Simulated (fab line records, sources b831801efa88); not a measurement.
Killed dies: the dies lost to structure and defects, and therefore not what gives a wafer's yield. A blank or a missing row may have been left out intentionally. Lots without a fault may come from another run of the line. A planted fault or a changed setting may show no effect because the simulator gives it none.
Matching of chambers || flow sky130 || SKY_METAL4_ETCH_17 on rie diel-03: 3 sister chambers
The step etches SiO2 in C4F8/O2/Ar, stops on TiN, time 3.9 s, target depth 15 nm. 6 wafers are shown with their chamber, then 4 later ones without.

## WAFERS, EACH WITH ITS CHAMBER
{"wafer": "L203.5", "chamber": 2, "oes product au (a.u.)": 0.761}
{"wafer": "L218.2", "chamber": 2, "oes product au (a.u.)": 0.747}
{"wafer": "L220.3", "chamber": 3, "oes product au (a.u.)": 0.740}
{"wafer": "L220.5", "chamber": 3, "oes product au (a.u.)": 0.761}
{"wafer": "L222.3", "chamber": 1, "oes product au (a.u.)": 0.756}
{"wafer": "L222.5", "chamber": 1, "oes product au (a.u.)": 0.754}

## WAFERS WITHOUT THEIR CHAMBER
{"wafer": "L223.4", "oes product au (a.u.)": 0.757}
{"wafer": "L223.6", "oes product au (a.u.)": 0.758}
{"wafer": "L225.1", "oes product au (a.u.)": 0.751}
{"wafer": "L225.5", "oes product au (a.u.)": 0.763}

## EACH ONE'S CHAMBER
{"wafer": "L223.4", "from the rows above": "can't be placed: 1 or 2 or 3", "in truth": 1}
{"wafer": "L223.6", "from the rows above": "can't be placed: 1 or 2 or 3", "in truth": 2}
{"wafer": "L225.1", "from the rows above": "can't be placed: 3 or 2 or 1", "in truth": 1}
{"wafer": "L225.5", "from the rows above": "can't be placed: 1 or 2 or 3", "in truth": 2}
Placed correctly: 0 of 4. These rows do not allow placing 4 (true chamber among the candidates in 4). Wrongly placed: 0.
How it was worked out, from the rows above alone: a wafer's distance from a chamber is the root of the sum, over the readings, of the square of ((its reading less the chamber's mean) divided by the reading's scatter). The wafer belongs to the nearest chamber; if the next one is less than 2 further off, it can't be placed. A chamber's mean is the mean of its shown wafers. The scatter is the square root of a quotient: the sum, over the shown wafers, of each reading's squared deviation from its chamber's mean, divided by wafers minus chambers.
